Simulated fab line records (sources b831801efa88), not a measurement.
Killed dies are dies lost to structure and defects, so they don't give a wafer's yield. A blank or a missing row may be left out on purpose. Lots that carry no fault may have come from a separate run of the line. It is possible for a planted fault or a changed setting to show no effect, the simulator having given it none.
fab line records | flow sky130
record lots=14 | wafers=42 | last-day=50
route steps=708 shown METAL2@487 PAD_OPEN@708
lots with no fault: from the same line, run without faults
start-h: hours from the record's opening day to when the first of the lot's shown wafers began | wait-h: hours since the lot's step before | " repeats the value in the row above | L1.1+2: several wafers, shown together as one row | - no value, or no start was given | * or withheld: withheld | < > ~ a bound
route shown NAME@n: a module of which the file shows steps, and the number in the route of the first | usual: mean/standard deviation of fault-free wafers | same: alike in all rows | chamber/n: place in a boat | sites: per-site readings | _std_site: their standard deviation | _edge_site: the outer-site mean with the inner-site mean subtracted | radius-mm: how far each site lies from the wafer's centre | mask NAME#n: copy n | behind: the most recent tool/chamber to have shaped the wafer | hold: the reason the lot was held/the length of the hold in hours/how it ended | device: names the non-switching transistor (n, p or np) | end of line: the same wafers' tests at the end of the route | a step given without rows: its recipe and nothing more | killed: at the first sort, the dies lost to defects and structure; wafer yield is something else | map: per-die view of a wafer (x killed, . not killed, _ where there is no die)
set.NAME: the run value of the setting; set.NAME@STEP: its run value at that earlier step | model.NAME: the simulator's own value behind a step, which no gauge read
the route's steps for a sample of lots (tables are steps, rows are wafers)
services: from which hour (start-h, from the record's first day; less than 0 if before it) a tool's chamber was out of use, for how many hours, and why
## steps
# step SKY_METAL2_SPUTTER_04
# recipe material=TiN | target-thk-nm=70 | power-w=6500 | time-s=58.3 | chamber-pressure-pa=0.4
# usual chamber-pressure-pa=0.4000/0.00068 | throttle-valve-pct=29.9/1.4
lot.wafer | tool           | chamber | start-h | wait-h | chamber-pressure-pa | throttle-valve-pct
L250.1    | pvd-sputter-02 | -       | 786.10  | 0.0    | 0.3995              | 32.6
L250.4    | "              | -       | "       | "      | 0.3994              | 29.6
L250.6    | "              | -       | "       | "      | 0.3989              | 28.9
L251.1    | pvd-sputter-02 | -       | 795.74  | 0.0    | 0.4001              | 32.9
L251.3    | "              | -       | "       | "      | 0.4004              | 30.0
L251.4    | "              | -       | "       | "      | 0.3999              | 27.6
L252.2    | pvd-sputter-01 | -       | 814.18  | 0.0    | 0.3994              | 31.5
L252.5    | "              | -       | "       | "      | 0.4003              | 30.7
L252.6    | "              | -       | "       | "      | 0.3997              | 30.6
L253.1    | pvd-sputter-02 | -       | 828.98  | 0.0    | 0.3986              | 27.6
L253.3    | "              | -       | "       | "      | 0.4005              | 28.8
L253.6    | "              | -       | "       | "      | 0.4005              | 28.9
L255.2    | pvd-sputter-01 | -       | 829.73  | 0.0    | 0.4000              | 30.8
L255.3    | "              | -       | "       | "      | 0.4003              | 31.4
L255.4    | "              | -       | "       | "      | 0.4009              | 31.3
L256.1    | pvd-sputter-02 | -       | 844.83  | 0.0    | 0.4003              | 27.3
L256.2    | "              | -       | "       | "      | 0.3996              | 32.8
L256.5    | "              | -       | "       | "      | 0.3980              | 29.6
L257.2    | pvd-sputter-01 | -       | 847.61  | 0.0    | 0.3997              | 30.4
L257.4    | "              | -       | "       | "      | 0.3995              | 31.3
L257.5    | "              | -       | "       | "      | 0.4001              | 31.4
L259.3    | pvd-sputter-03 | -       | 862.68  | 0.0    | 0.3996              | 30.1
L259.5    | "              | -       | "       | "      | 0.4003              | 31.5
L259.6    | "              | -       | "       | "      | 0.4009              | 29.6
L260.1    | pvd-sputter-02 | -       | 872.31  | 0.0    | 0.3998              | 27.5
L260.2    | "              | -       | "       | "      | 0.4009              | 29.7
L260.5    | "              | -       | "       | "      | 0.4005              | 28.9
L263.1    | pvd-sputter-03 | -       | 890.73  | 0.0    | 0.4003              | 31.3
L263.2    | "              | -       | "       | "      | 0.3999              | 28.8
L263.4    | "              | -       | "       | "      | 0.3999              | 29.6
L262.2    | pvd-sputter-01 | -       | 891.34  | 0.0    | 0.4006              | 29.1
L262.3    | "              | -       | "       | "      | 0.4003              | 31.3
L262.5    | "              | -       | "       | "      | 0.4001              | 29.4
L268.1    | pvd-sputter-02 | -       | 919.73  | 0.0    | 0.3993              | 32.7
L268.2    | "              | -       | "       | "      | 0.4004              | 27.6
L268.4    | "              | -       | "       | "      | 0.4002              | 29.7
L272.1    | pvd-sputter-03 | -       | 963.39  | 0.0    | 0.3023              | 33.0
L272.2    | "              | -       | "       | "      | 0.3021              | 36.1
L272.4    | "              | -       | "       | "      | 0.3006              | 34.1
L273.1    | pvd-sputter-03 | -       | 975.42  | 0.0    | 0.3016              | 36.1
L273.2    | "              | -       | "       | "      | 0.3020              | 33.4
L273.4    | "              | -       | "       | "      | 0.3019              | 34.1
# step SKY_PAD_OPEN_PROBE_99
# usual defect-limited-yield=82.4/1.9 | killed_at_M0_to_M3=44/7.2 | killed_at_M4_up=3.4/2.1 | killed-at-contacts=24/5.5 | killed-at-front-end=15/4.6 | killed-at-other=0.4/0.64 | killed-dies=86/9.1 | killed-open=47/7.5 | killed-short=39/5.8 | sort_bin_3_pad_short=0.9/0.41 | sort_bin_5_function=10.4/1.5 | sort_bin_6_memory=6.3/1.2 | sort-n-pass=406/9.1 | sort-yield-pct=82.4/1.9
# same gross-dies=492 | killed-at-back-side=0 | sort_bin_4_leakage[%]=0 | sort_bin_8_speed[%]=0
lot.wafer | tool      | chamber | start-h | wait-h | defect-limited-yield[%] | killed_at_M0_to_M3 | killed_at_M4_up | killed-at-contacts | killed-at-front-end | killed-at-other | killed-dies | killed-open | killed-short | sort_bin_3_pad_short[%] | sort_bin_5_function[%] | sort_bin_6_memory[%] | sort-n-pass | sort-yield-pct[%]
L263.1    | prober-01 | -       | 1148.51 | 0.1    | 79.9                    | 51                 | 1               | 28                 | 18                  | 1               | 99          | 55          | 43           | 0.6                     | 12.2                   | 7.3                  | 393         | 79.9
L263.2    | prober-01 | -       | 1148.56 | 0.1    | 80.9                    | 50                 | 5               | 27                 | 12                  | 0               | 94          | 53          | 41           | 1.8                     | 11.4                   | 5.9                  | 398         | 80.9
L263.4    | prober-01 | -       | 1148.66 | 0.2    | 81.3                    | 43                 | 4               | 28                 | 15                  | 2               | 92          | 54          | 36           | 0.6                     | 12.2                   | 5.9                  | 400         | 81.3
L272.1    | prober-01 | -       | 1199.51 | 0.1    | 83.1                    | 46                 | 4               | 20                 | 13                  | 0               | 83          | 48          | 35           | 0.8                     | 8.7                    | 7.3                  | 409         | 83.1
L272.2    | prober-01 | -       | 1199.56 | 0.1    | 81.7                    | 33                 | 1               | 35                 | 20                  | 1               | 90          | 40          | 49           | 0.2                     | 10.8                   | 7.3                  | 402         | 81.7
L272.4    | prober-01 | -       | 1199.66 | 0.2    | 82.1                    | 46                 | 2               | 26                 | 14                  | 0               | 88          | 45          | 42           | 0.8                     | 12.0                   | 5.1                  | 404         | 82.1
# killed by level:class
L263.1 VIA1:geometric-particle:open=13 CONTACT:geometric-particle:open=10 VIA3:geometric-particle:open=7 POLY_GATE:geometric-particle:short=6 LI_CONTACT:geometric-particle:open=6 VIA1:geometric-particle:short=6 CONTACT:geometric-particle:short=6 METAL1:geometric-particle:short=6
L263.2 CONTACT:geometric-particle:open=13 VIA1:geometric-particle:open=13 VIA2:geometric-particle:open=7 METAL2:geometric-particle:short=5 LI_CONTACT:geometric-particle:open=5 POLY_GATE:geometric-particle:open=4 POLY_GATE:geometric-particle:short=4 CONTACT:geometric-particle:short=4
L263.4 CONTACT:geometric-particle:open=9 VIA1:geometric-particle:open=9 VIA2:geometric-particle:open=9 VIA3:geometric-particle:open=8 LI_CONTACT:geometric-particle:open=7 POLY_GATE:geometric-particle:open=6 METAL2:geometric-particle:short=6 LOCAL_INTERCONNECT:geometric-particle:short=5
L272.1 VIA1:geometric-particle:open=11 CONTACT:geometric-particle:open=9 VIA3:geometric-particle:open=7 VIA2:geometric-particle:open=5 LI_CONTACT:geometric-particle:short=5 VIA1:geometric-particle:short=5 FIELD_ISO:geometric-particle:open=4 FIELD_ISO:geometric-particle:short=4
L272.2 CONTACT:geometric-particle:open=10 FIELD_ISO:geometric-particle:short=7 LI_CONTACT:geometric-particle:open=7 VIA1:geometric-particle:short=7 LOCAL_INTERCONNECT:geometric-particle:short=6 CONTACT:geometric-particle:short=6 FIELD_ISO:geometric-particle:open=5 METAL1:geometric-particle:short=5
L272.4 CONTACT:geometric-particle:open=10 VIA1:geometric-particle:open=10 LI_CONTACT:geometric-particle:open=8 VIA2:geometric-particle:open=8 VIA1:geometric-particle:short=7 FIELD_ISO:geometric-particle:short=6 METAL3:geometric-particle:short=5 LI_CONTACT:geometric-particle:short=4
## services
tool           | chamber | start-h | hours | kind
pvd-sputter-02 | -       | 833.84  | 10.5  | repair
pvd-sputter-02 | -       | 870.29  | 1.8   | repair
pvd-sputter-01 | -       | 912.00  | 10.4  | repair
pvd-sputter-03 | -       | 948.65  | 3.2   | repair
## key
first-sign step=SKY_METAL2_SPUTTER_04 | reading=chamber-pressure-pa | direction=down | sigmas=99+ | usual=0.4000 | struck=0.3018
effect step=SKY_METAL2_SPUTTER_04 | reading=throttle-valve-pct | direction=up | sigmas=3.2 | usual=29.9 | struck=34.5
met-at SKY_METAL2_SPUTTER_04
struck-lots L272,L273
onset-between 890.73 963.39
fault kind=process-parameter-drift | tool=pvd-sputter-03 | chamber=- | onset-h=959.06 | steps=SKY_METAL2_SPUTTER_04 | channel=chamber-pressure-pa | offset=-0.098413 | shape=step | end-h=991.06 | acts-in=these-recipes-only | stated=0.4
